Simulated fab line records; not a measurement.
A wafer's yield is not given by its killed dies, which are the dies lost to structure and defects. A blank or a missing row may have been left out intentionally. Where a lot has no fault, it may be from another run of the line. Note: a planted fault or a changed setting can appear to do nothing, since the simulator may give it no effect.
A sampling plan put to the test	flow gf180mcu	one line in one fab, 53 faults in these records, each fault weighed on the records of the lots it struck
What counts as the plan is the set of the line's own looks, namely the steps on the route at which a gauge or an inspection reads a wafer and does not change it. Where struck wafers have a number at a look and the file lists that look's usual mean and standard deviation on fault-free wafers, the look can be judged. Caught: a look later than the fault's first step finds the struck wafers' mean 4 or more of those standard deviations (sigma) from the usual mean. On the tool: the fault's steps, tested the same way using the tool's own readings. If the struck wafers alone have a blank record, or they carry another recipe, that too counts as caught.

## THE FAULTS, as the simulator had put them in
1. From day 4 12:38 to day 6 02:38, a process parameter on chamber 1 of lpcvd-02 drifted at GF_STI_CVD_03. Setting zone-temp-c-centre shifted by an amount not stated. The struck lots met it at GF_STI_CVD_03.
2. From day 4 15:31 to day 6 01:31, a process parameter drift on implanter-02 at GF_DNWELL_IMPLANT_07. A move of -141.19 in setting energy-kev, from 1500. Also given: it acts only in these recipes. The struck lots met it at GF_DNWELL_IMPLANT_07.
3. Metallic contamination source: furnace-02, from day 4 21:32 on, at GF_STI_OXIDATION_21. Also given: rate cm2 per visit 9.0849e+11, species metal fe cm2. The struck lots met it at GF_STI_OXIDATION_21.
4. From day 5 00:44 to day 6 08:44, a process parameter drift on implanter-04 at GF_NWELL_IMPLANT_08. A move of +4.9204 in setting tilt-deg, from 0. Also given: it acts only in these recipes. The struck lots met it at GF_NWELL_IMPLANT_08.
5. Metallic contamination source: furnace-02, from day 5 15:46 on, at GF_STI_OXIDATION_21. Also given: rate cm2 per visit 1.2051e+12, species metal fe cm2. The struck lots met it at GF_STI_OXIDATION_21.
6. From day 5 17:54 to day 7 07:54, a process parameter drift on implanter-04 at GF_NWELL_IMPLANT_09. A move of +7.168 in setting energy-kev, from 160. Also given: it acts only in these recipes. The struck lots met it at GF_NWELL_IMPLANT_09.
7. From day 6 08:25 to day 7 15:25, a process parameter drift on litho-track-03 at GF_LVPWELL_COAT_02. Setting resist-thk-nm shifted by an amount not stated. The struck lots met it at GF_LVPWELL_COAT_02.
8. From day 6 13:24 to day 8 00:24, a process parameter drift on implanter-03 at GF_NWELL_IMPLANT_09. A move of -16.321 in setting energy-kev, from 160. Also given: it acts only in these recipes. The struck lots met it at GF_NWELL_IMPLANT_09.
9. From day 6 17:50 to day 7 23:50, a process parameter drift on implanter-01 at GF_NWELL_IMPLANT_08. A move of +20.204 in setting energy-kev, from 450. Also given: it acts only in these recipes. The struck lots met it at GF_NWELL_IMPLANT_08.
10. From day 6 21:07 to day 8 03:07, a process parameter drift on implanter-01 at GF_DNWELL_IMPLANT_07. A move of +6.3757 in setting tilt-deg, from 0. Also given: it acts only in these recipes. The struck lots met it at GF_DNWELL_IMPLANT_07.
11. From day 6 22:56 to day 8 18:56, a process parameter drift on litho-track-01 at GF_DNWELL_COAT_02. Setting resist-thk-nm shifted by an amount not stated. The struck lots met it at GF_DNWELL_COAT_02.
12. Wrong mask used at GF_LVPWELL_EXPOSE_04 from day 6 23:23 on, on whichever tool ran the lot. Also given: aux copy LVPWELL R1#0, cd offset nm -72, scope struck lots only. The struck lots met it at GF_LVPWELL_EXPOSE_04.
13. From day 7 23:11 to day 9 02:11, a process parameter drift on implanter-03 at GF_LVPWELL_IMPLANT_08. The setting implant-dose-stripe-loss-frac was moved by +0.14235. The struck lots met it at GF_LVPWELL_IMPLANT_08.
14. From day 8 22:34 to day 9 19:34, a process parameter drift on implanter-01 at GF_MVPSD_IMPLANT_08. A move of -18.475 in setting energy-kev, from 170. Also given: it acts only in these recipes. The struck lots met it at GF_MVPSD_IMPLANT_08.
15. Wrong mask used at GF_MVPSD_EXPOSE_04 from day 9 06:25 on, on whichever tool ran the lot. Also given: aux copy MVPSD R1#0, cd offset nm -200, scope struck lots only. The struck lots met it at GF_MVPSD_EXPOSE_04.
16. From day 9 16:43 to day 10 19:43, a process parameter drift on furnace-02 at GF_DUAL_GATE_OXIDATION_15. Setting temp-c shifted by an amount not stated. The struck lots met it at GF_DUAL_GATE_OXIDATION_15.
17. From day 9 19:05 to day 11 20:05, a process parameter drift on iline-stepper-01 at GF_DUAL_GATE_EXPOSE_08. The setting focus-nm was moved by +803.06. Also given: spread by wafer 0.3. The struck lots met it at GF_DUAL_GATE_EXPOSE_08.
18. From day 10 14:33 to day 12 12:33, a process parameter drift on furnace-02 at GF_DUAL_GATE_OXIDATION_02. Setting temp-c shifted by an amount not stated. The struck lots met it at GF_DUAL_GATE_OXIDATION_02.
19. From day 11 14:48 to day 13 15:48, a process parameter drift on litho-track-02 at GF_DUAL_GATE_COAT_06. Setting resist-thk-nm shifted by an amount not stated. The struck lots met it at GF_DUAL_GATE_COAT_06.
20. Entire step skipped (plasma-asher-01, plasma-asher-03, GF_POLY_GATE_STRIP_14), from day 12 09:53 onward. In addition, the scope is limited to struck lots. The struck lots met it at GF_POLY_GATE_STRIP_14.
21. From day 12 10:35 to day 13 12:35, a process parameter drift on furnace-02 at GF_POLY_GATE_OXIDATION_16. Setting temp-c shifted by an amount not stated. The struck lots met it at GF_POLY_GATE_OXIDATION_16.
22. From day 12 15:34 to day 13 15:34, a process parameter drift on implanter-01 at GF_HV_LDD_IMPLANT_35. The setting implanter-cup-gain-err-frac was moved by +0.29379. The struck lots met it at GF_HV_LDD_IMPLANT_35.
23. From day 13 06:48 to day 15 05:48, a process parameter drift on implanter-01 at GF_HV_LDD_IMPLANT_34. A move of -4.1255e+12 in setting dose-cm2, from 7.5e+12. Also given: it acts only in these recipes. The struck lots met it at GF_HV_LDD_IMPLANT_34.
24. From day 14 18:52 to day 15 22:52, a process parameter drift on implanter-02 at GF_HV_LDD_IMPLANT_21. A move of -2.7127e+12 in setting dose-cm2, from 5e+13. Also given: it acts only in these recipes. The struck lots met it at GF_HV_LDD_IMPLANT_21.
25. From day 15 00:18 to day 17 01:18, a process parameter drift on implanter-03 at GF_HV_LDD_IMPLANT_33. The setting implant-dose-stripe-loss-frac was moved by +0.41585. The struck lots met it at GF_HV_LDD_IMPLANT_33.
26. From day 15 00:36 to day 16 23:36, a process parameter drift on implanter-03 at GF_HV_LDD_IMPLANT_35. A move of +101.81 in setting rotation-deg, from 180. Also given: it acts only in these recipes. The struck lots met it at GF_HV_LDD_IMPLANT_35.
27. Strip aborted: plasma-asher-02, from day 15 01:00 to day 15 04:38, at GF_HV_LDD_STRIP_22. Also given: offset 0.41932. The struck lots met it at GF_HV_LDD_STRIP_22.
28. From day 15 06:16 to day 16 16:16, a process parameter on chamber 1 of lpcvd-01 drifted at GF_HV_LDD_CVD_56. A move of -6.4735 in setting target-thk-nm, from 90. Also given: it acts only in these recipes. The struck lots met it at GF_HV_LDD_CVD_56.
29. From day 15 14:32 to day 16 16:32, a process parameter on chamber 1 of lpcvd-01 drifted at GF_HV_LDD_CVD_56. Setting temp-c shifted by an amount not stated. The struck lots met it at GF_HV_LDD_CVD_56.
30. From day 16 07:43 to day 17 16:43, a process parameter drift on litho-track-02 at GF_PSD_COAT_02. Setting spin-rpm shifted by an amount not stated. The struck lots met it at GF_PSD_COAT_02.
31. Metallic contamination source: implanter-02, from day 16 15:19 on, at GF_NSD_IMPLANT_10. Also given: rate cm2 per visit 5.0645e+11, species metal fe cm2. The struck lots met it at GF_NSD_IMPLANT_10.
32. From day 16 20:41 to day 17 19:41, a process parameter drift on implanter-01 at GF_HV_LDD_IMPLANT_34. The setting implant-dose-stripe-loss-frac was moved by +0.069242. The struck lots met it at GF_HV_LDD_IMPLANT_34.
33. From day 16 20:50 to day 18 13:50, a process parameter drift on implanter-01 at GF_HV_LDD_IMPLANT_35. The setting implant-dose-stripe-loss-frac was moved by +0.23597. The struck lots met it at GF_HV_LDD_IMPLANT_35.
34. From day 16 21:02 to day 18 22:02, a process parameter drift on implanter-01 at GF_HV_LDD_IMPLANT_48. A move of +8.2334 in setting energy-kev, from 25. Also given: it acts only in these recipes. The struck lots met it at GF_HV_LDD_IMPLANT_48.
35. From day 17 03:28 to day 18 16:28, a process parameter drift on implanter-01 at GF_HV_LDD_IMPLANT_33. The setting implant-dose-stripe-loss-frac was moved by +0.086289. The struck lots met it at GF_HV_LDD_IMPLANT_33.
36. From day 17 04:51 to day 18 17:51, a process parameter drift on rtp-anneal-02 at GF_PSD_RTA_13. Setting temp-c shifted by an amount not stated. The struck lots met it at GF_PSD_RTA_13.
37. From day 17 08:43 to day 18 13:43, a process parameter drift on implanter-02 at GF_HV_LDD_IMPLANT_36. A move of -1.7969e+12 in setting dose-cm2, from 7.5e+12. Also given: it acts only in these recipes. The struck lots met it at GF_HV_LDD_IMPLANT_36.
38. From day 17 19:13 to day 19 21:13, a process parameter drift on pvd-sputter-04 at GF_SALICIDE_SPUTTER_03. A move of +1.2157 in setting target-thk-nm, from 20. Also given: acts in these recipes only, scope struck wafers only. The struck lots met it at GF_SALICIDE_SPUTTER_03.
39. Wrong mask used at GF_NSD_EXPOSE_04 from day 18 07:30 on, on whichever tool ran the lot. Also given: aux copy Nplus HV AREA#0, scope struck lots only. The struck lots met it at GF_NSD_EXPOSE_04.
40. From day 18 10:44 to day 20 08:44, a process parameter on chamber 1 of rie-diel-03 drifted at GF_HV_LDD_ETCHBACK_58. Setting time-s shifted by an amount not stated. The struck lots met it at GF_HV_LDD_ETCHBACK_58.
41. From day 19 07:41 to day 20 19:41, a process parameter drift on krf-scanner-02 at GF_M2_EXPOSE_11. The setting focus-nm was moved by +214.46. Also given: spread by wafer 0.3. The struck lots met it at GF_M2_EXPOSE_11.
42. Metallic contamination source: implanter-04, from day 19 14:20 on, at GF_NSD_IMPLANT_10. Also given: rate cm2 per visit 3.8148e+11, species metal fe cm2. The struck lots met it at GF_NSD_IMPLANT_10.
43. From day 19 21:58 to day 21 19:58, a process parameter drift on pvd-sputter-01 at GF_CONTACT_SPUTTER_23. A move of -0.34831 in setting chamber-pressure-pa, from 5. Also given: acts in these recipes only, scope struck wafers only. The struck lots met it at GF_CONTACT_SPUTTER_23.
44. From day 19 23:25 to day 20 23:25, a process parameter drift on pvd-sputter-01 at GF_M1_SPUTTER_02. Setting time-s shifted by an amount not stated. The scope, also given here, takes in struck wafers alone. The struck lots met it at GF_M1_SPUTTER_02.
45. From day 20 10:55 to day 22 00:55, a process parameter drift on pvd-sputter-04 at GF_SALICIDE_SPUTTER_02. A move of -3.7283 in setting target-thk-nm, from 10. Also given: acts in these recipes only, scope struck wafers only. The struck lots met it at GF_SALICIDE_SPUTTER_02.
46. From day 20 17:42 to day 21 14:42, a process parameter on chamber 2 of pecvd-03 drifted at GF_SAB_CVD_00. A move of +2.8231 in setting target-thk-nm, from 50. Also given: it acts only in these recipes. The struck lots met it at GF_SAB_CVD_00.
47. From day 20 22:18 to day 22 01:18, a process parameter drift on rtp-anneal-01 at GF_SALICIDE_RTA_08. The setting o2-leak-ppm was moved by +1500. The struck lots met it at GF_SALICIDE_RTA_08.
48. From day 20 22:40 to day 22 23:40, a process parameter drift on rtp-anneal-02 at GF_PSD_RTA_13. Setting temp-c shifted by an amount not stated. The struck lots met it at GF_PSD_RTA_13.
49. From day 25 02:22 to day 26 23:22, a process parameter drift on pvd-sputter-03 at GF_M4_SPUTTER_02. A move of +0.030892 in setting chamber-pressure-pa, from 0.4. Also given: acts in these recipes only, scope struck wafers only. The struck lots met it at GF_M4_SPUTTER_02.
50. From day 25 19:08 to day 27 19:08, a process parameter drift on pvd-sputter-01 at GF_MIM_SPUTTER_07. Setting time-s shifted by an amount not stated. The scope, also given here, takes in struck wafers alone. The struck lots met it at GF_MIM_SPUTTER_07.
51. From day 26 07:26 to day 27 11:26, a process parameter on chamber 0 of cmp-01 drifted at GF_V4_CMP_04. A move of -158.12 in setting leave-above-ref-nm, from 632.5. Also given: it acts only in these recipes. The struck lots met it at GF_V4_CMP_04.
52. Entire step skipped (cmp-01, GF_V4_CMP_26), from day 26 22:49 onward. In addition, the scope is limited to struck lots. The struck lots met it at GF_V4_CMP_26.
53. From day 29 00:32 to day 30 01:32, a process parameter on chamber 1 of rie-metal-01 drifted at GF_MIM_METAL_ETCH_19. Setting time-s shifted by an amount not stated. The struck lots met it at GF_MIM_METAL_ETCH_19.

## WHAT THE PLAN SAW
fault	on the tool itself	first look that catches it	reading, sigma	median hours from its first step to that look	hours from the fault's start to the first struck lot there	judged looks passed uncaught
1	spike-tc-centre-C +21 sigma	GF_STI_THK_MEAS_04	STI_CVD_03_THK +18	2.0	5	0
2	beam-energy-keV -99 or beyond sigma	no look after it can be judged	-	-	-	0
3	under 2 sigma	none of the 5 looks that can be judged after it	-	-	-	5
4	tilt-deg +99 or beyond sigma	GF_NWELL_TW_MEAS_11	NWELL_TW +24	0.4	4	0
5	under 2 sigma	none of the 5 looks that can be judged after it	-	-	-	5
6	beam-energy-keV +99 or beyond sigma	no look after it can be judged	-	-	-	0
7	under 2 sigma	not the one look that can be judged after it	-	-	-	1
8	beam-energy-keV -99 or beyond sigma	no look after it can be judged	-	-	-	0
9	beam-energy-keV +99 or beyond sigma	not the one look that can be judged after it	strongest: NWELL_RS at GF_VT_IMPLANT_RS_MEAS_47, -3.1	-	-	1
10	tilt-deg +99 or beyond sigma	GF_DNWELL_TW_MEAS_09	DNWELL_TW +22	0.2	9	0
11	no reading that can be judged	GF_NWELL_TW_MEAS_11	NWELL_TW +50	24.5	32	0
12	no reading that can be judged	no look after it can be judged	-	-	-	0
13	no reading that can be judged	GF_VT_IMPLANT_RS_MEAS_48	LVPWELL_RS +4.9	110.5	111	0
14	beam-energy-keV -99 or beyond sigma	GF_VT_IMPLANT_RS_MEAS_49	MVPSD_RS +8.0	73.1	75	1
15	under 2 sigma	none of the 2 looks that can be judged after it	-	-	-	2
16	spike-tc-upper-C -19 sigma	no look after it can be judged	-	-	-	0
17	no reading that can be judged	none of the 2 looks that can be judged after it	-	-	-	2
18	tube-center-temp-C -51 sigma	none of the 2 looks that can be judged after it	strongest: DUAL_GATE_OXIDATION_00_THK at GF_DUAL_GATE_THK_MEAS_03, -3.4	-	-	2
19	under 2 sigma	not the one look that can be judged after it	-	-	-	1
20	the tool's record is blank for the struck wafers	not the one look that can be judged after it	-	-	-	1
21	tube-center-temp-C +99 or beyond sigma	GF_POLY_GATE_THK_MEAS_17	POLY_GATE_OXIDATION_THK +11	1.2	6	0
22	faraday-current-uA +14 sigma	GF_HV_LDD_TW_MEAS_38	HV_LDD_3_TW -4.0	0.4	6	0
23	dose-ions-cm2 -99 or beyond sigma	GF_HV_LDD_TW_MEAS_38	HV_LDD_3_TW -9.1	0.6	5	0
24	dose-ions-cm2 -52 sigma	none of the 2 looks that can be judged after it	strongest: HV_LDD_2_TW at GF_HV_LDD_TW_MEAS_23, -2.6	-	-	2
25	no reading that can be judged	none of the 7 looks that can be judged after it	-	-	-	7
26	rotation-deg +99 or beyond sigma	no look after it can be judged	-	-	-	0
27	oes-product-au +52 sigma	GF_HV_LDD_TW_MEAS_38	HV_LDD_3_TW -43	22.8	26	0
28	no reading that can be judged	GF_HV_LDD_THK_MEAS_57	HV_LDD_CVD_56_THK -6.7	1.4	6	0
29	spike-tc-centre-C +11 sigma	GF_HV_LDD_THK_MEAS_57	HV_LDD_CVD_56_THK +22	1.4	17	0
30	spin-speed-rpm -51 sigma	not the one look that can be judged after it	-	-	-	1
31	under 2 sigma	none of the 9 looks that can be judged after it	-	-	-	9
32	under 2 sigma	none of the 7 looks that can be judged after it	-	-	-	7
33	no reading that can be judged	none of the 2 looks that can be judged after it	strongest: HV_LDD_3_TW at GF_HV_LDD_TW_MEAS_38, -3.2	-	-	2
34	beam-energy-keV +99 or beyond sigma	GF_HV_LDD_TW_MEAS_50	HV_LDD_4_TW +10	0.2	17	0
35	under 2 sigma	none of the 7 looks that can be judged after it	-	-	-	7
36	wafer_temp_C_max -11 sigma	GF_PSD_RS_MEAS_14	NSD_RS +16	0.1	5	0
37	dose-ions-cm2 -99 or beyond sigma	GF_HV_LDD_RS_MEAS_53	HV_LDD_RS +4.6	25.1	43	1
38	under 2 sigma	GF_SALICIDE_THK_MEAS_05	SALICIDE_TIN_THK +4.8	0.2	5	0
39	under 2 sigma	GF_NSD_TW_MEAS_12	NSD_TW -99 or beyond	11.8	15	0
40	run-length-s -29 sigma	none of the 6 looks that can be judged after it	-	-	-	6
41	exposure-dose-mJ-cm2 -26 sigma	GF_M2_CD_MEAS_14	cd-nm -11	11.8	37	0
42	no reading that can be judged	none of the 9 looks that can be judged after it	-	-	-	9
43	chamber-pressure-pa -31 sigma	no look after it can be judged	-	-	-	0
44	under 2 sigma	GF_M1_RS_MEAS_05	M1_ALCU_RS +28	0.1	20	0
45	under 2 sigma	GF_SALICIDE_RS_MEAS_04	SALICIDE_TIN_RS +21	0.1	27	0
46	under 2 sigma	GF_SAB_THK_MEAS_01	SAB_CVD_00_THK +4.0	0.1	4	0
47	chamber-o2-ppm +99 or beyond sigma	no look after it can be judged	-	-	-	0
48	wafer_temp_C_max +53 sigma	GF_PSD_RS_MEAS_14	NSD_RS -81	0.1	9	0
49	chamber-pressure-pa +38 sigma	no look after it can be judged	-	-	-	0
50	under 2 sigma	no look after it can be judged	-	-	-	0
51	time-to-endpoint-s +4.0 sigma	not the one look that can be judged after it	-	-	-	1
52	the tool's record is blank for the struck wafers	no look after it can be judged	-	-	-	0
53	run-length-s -26 sigma	no look after it can be judged	-	-	-	0
A dash: the fault is not caught, or the number is missing from these records.

Caught at a look: 22 of 53. Caught on the tool: 31 of 53. By one or the other: 39 of 53.
Faults caught by the tool alone: 2, 6, 8, 9, 16, 18, 20, 24, 26, 30, 40, 43, 47, 49, 51, 52, 53.
Caught at a look alone: faults 11, 13, 28, 38, 39, 44, 45, 46.
Caught by neither: faults 3, 5, 7, 12, 15, 17, 19, 25, 31, 32, 33, 35, 42, 50.

## THINNER SAMPLING
If the look that catches a fault measured only every second or every third lot, by lot number, the first struck lot would be measured this late in the worst case:
fault	struck lots at that look, in order of time	every lot	every second lot	every third lot
1	L904, L906, L910	5 h	may miss all 3	may miss all 3
4	L466, L471	4 h	31 h	may miss all 2
10	L183, L186	9 h	23 h	may miss all 2
11	L148, L149	32 h	38 h	may miss all 2
13	L970, L974	111 h	may miss all 2	may miss all 2
14	L847, L848	75 h	81 h	may miss all 2
21	L348, L349, L351	6 h	13 h	may miss all 3
22	L203, L204, L205	6 h	11 h	21 h
23	L922, L923, L926	5 h	11 h	may miss all 3
27	L261	26 h	may miss it	may miss it
28	L146, L148	6 h	may miss all 2	may miss all 2
29	L989	17 h	may miss it	may miss it
34	L266, L268	17 h	may miss all 2	may miss all 2
36	L705, L707	5 h	may miss all 2	may miss all 2
37	L910, L911	43 h	48 h	may miss all 2
38	L394, L396	5 h	may miss all 2	may miss all 2
39	L662	15 h	may miss it	may miss it
41	L621	37 h	may miss it	may miss it
44	L192	20 h	may miss it	may miss it
45	L392	27 h	may miss it	may miss it
46	L987	4 h	may miss it	may miss it
48	L426, L428, L429	9 h	28 h	may miss all 3
The hour figures run from when the fault began to the first measured lot among those it struck. Since the struck wafers were tested as one group against 4 sigma, a single lot by itself may lie under the limit. Other struck lots may not be in these records.

## THE LONGEST TIMED WAY FROM STEP TO LOOK
In fault 13, a median of 110.5 hours elapses between GF_LVPWELL_IMPLANT_08 and GF_VT_IMPLANT_RS_MEAS_48. No look between them can be judged.
